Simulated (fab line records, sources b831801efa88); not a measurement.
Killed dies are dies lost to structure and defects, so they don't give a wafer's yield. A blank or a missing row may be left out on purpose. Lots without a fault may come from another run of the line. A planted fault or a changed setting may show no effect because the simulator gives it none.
Which tool did it? | flow gf180mcu | 13 lots, 39 wafers sampled, at 1 step of a route of 602

WHAT THE GAUGES READ, wafer by wafer
GF_HV_LDD_OVL_MEAS_32. Usual: HV_LDD_02_OVL -0.3 nm, standard deviation 1.4.
lot  | measured     | on         | HV_LDD_02_OVL (nm) | flag
L902 | day 11 09:08 | overlay-02 | -0.8 -0.9 1.4      |
L905 | day 12 14:53 | overlay-02 | 1.7 1.1 1.8        |
L907 | day 13 05:41 | overlay-01 | 2.4 1.2 0.2        |
L908 | day 13 10:51 | overlay-02 | 0.8 0.3 1.9        |
L910 | day 14 08:00 | overlay-02 | 1.8 -0.1 1.3       |
L912 | day 14 16:11 | overlay-01 | -0.5 0.1 -0.6      |
L914 | day 15 09:23 | overlay-02 | 0.0 -0.2 -0.7      |
L917 | day 16 17:53 | overlay-01 | 0.2 -1.2 0.0       |
L918 | day 16 22:53 | overlay-02 | -0.4 -2.8 -1.1     |
L919 | day 17 07:36 | overlay-02 | -3.3 -2.1 -1.8     |
L920 | day 17 18:04 | overlay-01 | 1.2 2.4 1.4        |
L921 | day 17 20:53 | overlay-01 | 1.3 0.8 1.6        |
L922 | day 18 04:18 | overlay-02 | -1.1 -2.0 1.5      |

WHICH TOOL RAN EACH LOT (tool, then ch and the chambers of the sampled wafers, then the start)
The record holds no process step before these readings.

WHAT THE TOOLS THEMSELVES READ (means of the sampled wafers that have a number; where no wafer has one, the mark that the record gives instead)
The record holds no such reading with a usual standard deviation.

THE ANSWER, worked out from the rows above alone
Rule: a lot is off if the mean of its wafers that have a number lies more than 3 standard deviations from the usual mean. A lot without any number at a reading at which 4 lots or more have one is off too. The other lots that the step has rows for count as sound. The gauges are gone through in route order, then the tools' own readings, and for those a lot's mean is taken as printed above. The first step at which some lot is off is used, and at that step the reading that is off furthest; a lot without a number counts as furthest.
No lot is off at any reading shown: from this, nothing can be told.

WHAT THE SIMULATOR HAD PUT IN
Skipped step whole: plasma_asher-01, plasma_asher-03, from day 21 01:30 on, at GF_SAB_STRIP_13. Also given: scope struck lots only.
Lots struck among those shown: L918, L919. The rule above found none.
